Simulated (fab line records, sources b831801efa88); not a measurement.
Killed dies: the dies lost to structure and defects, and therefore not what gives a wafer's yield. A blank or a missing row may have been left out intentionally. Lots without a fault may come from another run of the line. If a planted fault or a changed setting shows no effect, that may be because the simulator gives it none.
fab line records    flow sfq_line
[record] lots = 14  wafers = 42  last_day = 78
route steps=325 shown L0@3 M3@130 M4@159 A5B@209
lots that met no fault: from a run of the same line without faults
start_h: start of the lot's first displayed wafer, in hours after the record's first day    wait_h: time in hours since the lot's previous step    " the same as in the row above    L1.1+2: one row covering several wafers at once    - no value, or no start given    * or withheld: withheld    < > ~ a bound
route shown NAME@n: a module of which the file shows steps, and the number in the route of the first    usual: the fault-free wafers' mean and standard deviation    same: alike in all rows    chamber/n: place in a boat    sites: each site's reading    _std_site: standard deviation of those values    _edge_site: inner sites' mean taken away from outer sites' mean    radius_mm: for every site, how far away it sits from the centre of the wafer    mask NAME#n: copy n    behind: the most recent tool/chamber to have shaped the wafer    hold: what put the lot on hold/how long, in hours/how the hold closed    device: the n, p or np transistor that did not switch    end of line: the route-end tests of the same wafers    a step given without rows: its recipe and nothing more    killed: not the wafer's yield, but the dies lost to structure and defects at the first sort    map: shows each die of a wafer: x if killed, . if not, _ if none is there
set.NAME: the setting as run; set.NAME@STEP: as run at that earlier step    model.NAME: the simulator's own value behind a step, which no gauge read
a sample of lots followed through the steps of the route, with each step as a table and each wafer as a row
services: the hour from which a tool's chamber was out of use, counted from the record's first day as start_h (under 0 if before that day), plus the number of hours and why
[[steps]]
[step SFQ_TRILAYER_L0_DEP_SPUTTER_003]
[recipe] material = MoNx_KI  base_pressure_pa = 1.33e-06  target_thk_nm = 40  power_w = 800  time_s = 100  chamber_pressure_pa = 0.4
[usual] throttle_valve_pct = 29.7/0.76
lot.wafer  tool            chamber  start_h  wait_h  throttle_valve_pct
L685.1     pvd_sputter-03  -        12.49    0.0     29.3
L685.2     "               -        "        "       30.0
L685.6     "               -        "        "       30.1
L686.2     pvd_sputter-06  -        17.49    0.0     29.7
L686.3     "               -        "        "       29.6
L686.6     "               -        "        "       29.9
L687.2     pvd_sputter-04  -        22.49    0.0     30.0
L687.3     "               -        "        "       30.0
L687.6     "               -        "        "       28.6
L688.1     pvd_sputter-04  -        27.49    0.0     29.7
L688.2     "               -        "        "       30.3
L688.3     "               -        "        "       28.7
L689.3     pvd_sputter-04  -        32.49    0.0     30.1
L689.5     "               -        "        "       29.8
L689.6     "               -        "        "       30.6
L690.1     pvd_sputter-04  -        37.49    0.0     28.7
L690.3     "               -        "        "       30.2
L690.6     "               -        "        "       30.1
L691.1     pvd_sputter-06  -        42.49    0.0     29.8
L691.4     "               -        "        "       29.4
L691.5     "               -        "        "       29.6
L692.3     pvd_sputter-06  -        47.49    0.0     28.3
L692.5     "               -        "        "       29.4
L692.6     "               -        "        "       29.9
L693.2     pvd_sputter-06  -        52.49    0.0     29.5
L693.3     "               -        "        "       28.3
L693.4     "               -        "        "       29.5
L694.1     pvd_sputter-06  -        57.49    0.0     29.4
L694.2     "               -        "        "       29.6
L694.6     "               -        "        "       29.8
L702.1     pvd_sputter-04  -        97.49    0.0     30.5
L702.3     "               -        "        "       28.9
L702.4     "               -        "        "       29.6
L703.1     pvd_sputter-04  -        102.49   0.0     30.2
L703.2     "               -        "        "       30.7
L703.4     "               -        "        "       28.6
L705.1     pvd_sputter-06  -        112.49   0.0     29.7
L705.3     "               -        "        "       28.3
L705.4     "               -        "        "       30.0
L706.1     pvd_sputter-03  -        117.49   0.0     29.6
L706.4     "               -        "        "       29.8
L706.5     "               -        "        "       31.4
[step SFQ_TRILAYER_M3_ETCH_METAL_ETCH_078]
[recipe] target = Nb  stop_on = SiO2  mask_material = PR  chemistry = Cl2/Ar  target_depth_nm = 240  icp_w = 600  bias_w = 80  pressure_mtorr = 10  time_s = 120
[usual] drypump_motor_current_A = 6.12/0.27  oes_product_au = 0.894/0.0068  run_length_s = 148.3/0.52
lot.wafer  tool          chamber  start_h  wait_h  drypump_motor_current_A  oes_product_au  rf_hours_counter_h  run_length_s
L685.1     rie_metal-04  1        636.19   0.0     6.07                     0.886           131                 147.4
L685.2     "             0        "        "       5.83                     0.897           97                  148.4
L685.6     "             0        "        "       5.83                     0.893           -                   148.7
L686.2     rie_metal-03  1        639.79   0.0     6.56                     0.892           62                  148.5
L686.3     "             0        "        "       5.93                     0.883           -                   148.7
L686.6     "             0        "        "       5.92                     0.901           -                   149.0
L687.2     rie_metal-01  0        652.56   0.0     6.17                     0.890           113                 148.0
L687.3     "             1        "        "       6.36                     0.896           -                   148.2
L687.6     "             1        "        "       6.29                     0.886           -                   147.8
L688.1     rie_metal-01  1        659.76   0.0     6.35                     0.887           90                  147.5
L688.2     "             0        "        "       6.20                     0.891           115                 148.0
L688.3     "             1        "        "       6.32                     0.887           -                   147.4
L689.3     rie_metal-04  1        681.20   0.1     6.10                     0.901           -                   147.4
L689.5     "             1        "        "       6.10                     0.893           -                   147.7
L689.6     "             0        "        "       5.83                     0.890           -                   148.5
L690.1     rie_metal-04  1        687.26   0.0     6.10                     0.898           141                 147.6
L690.3     "             1        "        "       6.09                     0.889           -                   147.4
L690.6     "             1        "        "       6.10                     0.898           -                   147.8
L691.1     rie_metal-03  0        695.66   0.0     5.90                     0.879           113                 149.1
L691.4     "             0        "        "       5.91                     0.887           -                   148.7
L691.5     "             0        "        "       5.92                     0.901           -                   148.9
L692.3     rie_metal-03  0        705.30   0.1     5.90                     0.890           -                   149.3
L692.5     "             0        "        "       5.90                     0.894           -                   148.8
L692.6     "             1        "        "       6.62                     0.887           -                   148.0
L693.2     rie_metal-01  0        722.77   0.0     6.20                     0.893           126                 147.9
L693.3     "             0        "        "       6.20                     0.901           -                   148.0
L693.4     "             1        "        "       6.34                     0.890           -                   147.8
L694.1     rie_metal-03  0        731.23   0.1     5.90                     0.889           119                 149.0
L694.2     "             0        "        "       5.90                     0.902           -                   148.9
L694.6     "             0        "        "       5.89                     0.892           -                   148.7
L702.1     rie_metal-04  0        800.15   0.0     5.80                     0.902           127                 148.8
L702.3     "             0        "        "       5.83                     0.900           -                   148.5
L702.4     "             1        "        "       6.12                     0.907           -                   147.6
L703.1     rie_metal-03  1        809.82   0.0     6.58                     0.884           89                  148.8
L703.2     "             0        "        "       5.89                     0.892           133                 148.9
L703.4     "             0        "        "       5.92                     0.891           -                   148.8
L705.1     rie_metal-01  1        833.75   0.0     6.31                     0.911           121                 147.8
L705.3     "             1        "        "       6.32                     0.901           -                   147.6
L705.4     "             0        "        "       6.23                     0.910           -                   148.7
L706.1     rie_metal-04  0        837.41   0.1     5.82                     0.905           134                 149.0
L706.4     "             0        "        "       5.83                     0.899           -                   148.4
L706.5     "             0        "        "       5.83                     0.911           -                   148.6
[step SFQ_TRILAYER_M4_BARC_OPEN_METAL_ETCH_123]
[recipe] mask_material = PR  chemistry = O2  target_depth_nm = 125  target = BARC  icp_w = 600  bias_w = 80  pressure_mtorr = 10  time_s = 41.7
[usual] drypump_motor_current_A = 5.97/0.27  oes_product_au = 0.685/0.0047  run_length_s = 70.0/0.78
lot.wafer  tool          chamber  start_h  wait_h  drypump_motor_current_A  oes_product_au  rf_hours_counter_h  run_length_s
L685.1     rie_metal-01  1        824.09   0.0     6.30                     0.681           119                 69.1
L685.2     "             0        "        "       6.19                     0.684           145                 69.9
L685.6     "             0        "        "       6.18                     0.681           -                   69.8
L686.2     rie_metal-04  1        832.49   0.0     6.08                     0.683           166                 69.2
L686.3     "             1        "        "       6.08                     0.685           -                   69.2
L686.6     "             0        "        "       5.83                     0.688           -                   70.2
L687.2     rie_metal-02  0        842.09   0.0     5.52                     0.686           53                  70.2
L687.3     "             1        "        "       5.84                     0.686           -                   69.9
L687.6     "             1        "        "       5.81                     0.679           -                   70.0
L688.1     rie_metal-01  0        852.69   0.0     6.22                     0.691           150                 70.1
L688.2     "             1        "        "       6.32                     0.684           125                 69.6
L688.3     "             1        "        "       6.34                     0.686           -                   69.4
L689.3     rie_metal-02  1        872.01   0.0     5.75                     0.687           -                   69.8
L689.5     "             1        "        "       5.75                     0.680           -                   69.6
L689.6     "             0        "        "       5.58                     0.679           -                   70.0
L690.1     rie_metal-04  1        876.79   0.0     6.07                     0.685           4                   69.6
L690.3     "             0        "        "       5.84                     0.686           -                   70.1
L690.6     "             1        "        "       6.05                     0.681           -                   69.2
L691.1     rie_metal-04  0        883.99   0.0     5.82                     0.684           145                 70.3
L691.4     "             1        "        "       6.08                     0.683           -                   69.1
L691.5     "             1        "        "       6.12                     0.688           -                   69.1
L692.3     rie_metal-04  0        895.56   0.0     5.83                     0.686           -                   70.2
L692.5     "             1        "        "       6.09                     0.692           -                   69.1
L692.6     "             0        "        "       5.85                     0.689           -                   70.2
L693.2     rie_metal-04  0        903.94   0.0     5.80                     0.686           148                 70.1
L693.3     "             1        "        "       6.06                     0.680           -                   69.6
L693.4     "             0        "        "       5.83                     0.688           -                   70.4
L694.1     rie_metal-02  0        909.94   0.0     5.53                     0.697           66                  70.2
L694.2     "             1        "        "       5.77                     0.684           148                 69.8
L694.6     "             0        "        "       5.55                     0.692           -                   69.8
L702.1     rie_metal-01  0        966.24   0.0     6.18                     0.747           170                 65.1
L702.3     "             0        "        "       6.16                     0.687           -                   69.6
L702.4     "             1        "        "       6.36                     0.681           -                   69.8
L703.1     rie_metal-01  0        974.64   0.0     6.21                     0.752           172                 65.2
L703.2     "             1        "        "       6.35                     0.743           147                 64.5
L703.4     "             0        "        "       6.19                     0.685           -                   70.1
L705.1     rie_metal-02  0        996.24   0.0     5.55                     0.690           85                  73.2
L705.3     "             0        "        "       5.54                     0.687           -                   73.1
L705.4     "             0        "        "       5.56                     0.689           -                   72.9
L706.1     rie_metal-04  0        998.64   0.0     5.83                     0.683           169                 70.2
L706.4     "             0        "        "       5.87                     0.692           -                   70.2
L706.5     "             1        "        "       6.05                     0.697           -                   69.4
[step SFQ_TRILAYER_A5B_DEP_PECVD_129]
[recipe] material = SiO2  temp_c = 150  time_s = 133.33  pressure_torr = 2.4  rf_w = 183.3  precursor = SiH4/N2O  target_thk_nm = 600
[usual] heater_power_w = 81/10  throttle_valve_pct = 25.1/1.6
lot.wafer  tool      chamber  start_h  wait_h  heater_power_w  throttle_valve_pct
L685.1     pecvd-04  1        1058.52  0.0     70              22.6
L685.2     "         2        "        "       86              24.3
L685.6     "         0        "        "       76              25.5
L686.2     pecvd-04  0        1069.32  0.0     87              25.5
L686.3     "         2        "        "       101             24.3
L686.6     "         0        "        "       90              25.5
L687.2     pecvd-03  2        1077.89  0.0     61              26.2
L687.3     "         0        "        "       77              22.8
L687.6     "         1        "        "       83              24.5
L688.1     pecvd-03  2        1086.12  0.0     68              26.1
L688.2     "         1        "        "       92              24.4
L688.3     "         0        "        "       75              22.4
L689.3     pecvd-04  2        1113.72  0.0     99              24.9
L689.5     "         0        "        "       89              25.5
L689.6     "         2        "        "       83              24.7
L690.1     pecvd-01  1        1123.32  0.0     99              24.4
L690.3     "         2        "        "       82              26.5
L690.6     "         1        "        "       83              24.2
L691.1     pecvd-04  1        1137.72  0.0     70              23.1
L691.4     "         2        "        "       97              24.9
L691.5     "         1        "        "       73              22.8
L692.3     pecvd-01  0        1146.12  0.0     76              28.4
L692.5     "         2        "        "       82              26.1
L692.6     "         0        "        "       63              28.2
L693.2     pecvd-04  0        1153.32  0.0     80              25.6
L693.3     "         1        "        "       78              23.2
L693.4     "         0        "        "       86              25.5
L694.1     pecvd-01  1        1165.32  0.0     100             24.5
L694.2     "         2        "        "       69              26.4
L694.6     "         2        "        "       73              26.2
L702.1     pecvd-04  1        1214.42  0.0     73              23.2
L702.3     "         2        "        "       91              25.0
L702.4     "         1        "        "       75              23.2
L703.1     pecvd-04  2        1221.62  0.0     92              25.2
L703.2     "         0        "        "       77              25.5
L703.4     "         2        "        "       93              25.3
L705.1     pecvd-03  2        1243.12  0.0     68              26.5
L705.3     "         1        "        "       82              24.6
L705.4     "         1        "        "       89              25.0
L706.1     pecvd-04  2        1243.64  0.0     96              25.4
L706.4     "         0        "        "       91              25.6
L706.5     "         2        "        "       99              25.1
[[services]]
tool          chamber  start_h  hours  kind
rie_metal-04  -        -1.48    0.8    repair
pecvd-04      1        2.87     22.6   repair
pecvd-04      2        96.97    19.4   repair
pecvd-04      -        183.18   6.0    pm
rie_metal-04  -        183.36   0.2    repair
pecvd-04      2        217.87   7.4    repair
rie_metal-04  -        225.93   14.6   pm
rie_metal-04  -        250.74   4.3    pm
rie_metal-04  -        257.96   6.2    repair
pecvd-04      -        308.00   14.6   pm
rie_metal-04  -        311.05   6.7    repair
rie_metal-01  1        359.49   5.3    repair
pecvd-04      -        430.32   0.8    repair
pecvd-04      2        456.84   4.6    repair
pecvd-04      -        500.39   2.8    pm
pecvd-04      -        541.22   0.7    repair
pecvd-04      2        612.67   1.9    repair
pecvd-04      -        614.06   3.4    repair
rie_metal-01  -        662.20   2.8    pm
rie_metal-04  1        782.74   5.4    repair
rie_metal-04  -        826.84   1.4    pm
pecvd-04      1        884.91   6.1    repair
rie_metal-04  1        980.50   10.8   repair
rie_metal-04  -        1066.67  2.8    pm
[[key]]
[first_sign] step = SFQ_TRILAYER_M4_BARC_OPEN_METAL_ETCH_123  reading = oes_product_au  direction = up  sigmas = 13  usual = 0.685  struck = 0.748
[effect] step = SFQ_TRILAYER_M4_BARC_OPEN_METAL_ETCH_123  reading = run_length_s  direction = down  sigmas = 6.4  usual = *  struck = *
met_at SFQ_TRILAYER_M4_BARC_OPEN_METAL_ETCH_123
struck_lots L702,L703
struck_wafers L702.1,L703.1,L703.2
not_acting_at SFQ_TRILAYER_L0_DEP_SPUTTER_003,SFQ_TRILAYER_M3_ETCH_METAL_ETCH_078,SFQ_TRILAYER_A5B_DEP_PECVD_129
onset_between 852.69 966.24
[fault] kind = process_parameter_drift  tool = rie_metal-01  chamber = -  onset_h = 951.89  steps = SFQ_TRILAYER_M4_BARC_OPEN_METAL_ETCH_123  channel = time_s  offset = *  shape = step  end_h = 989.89  scope = struck_wafers_only  acts_in = *  stated = *
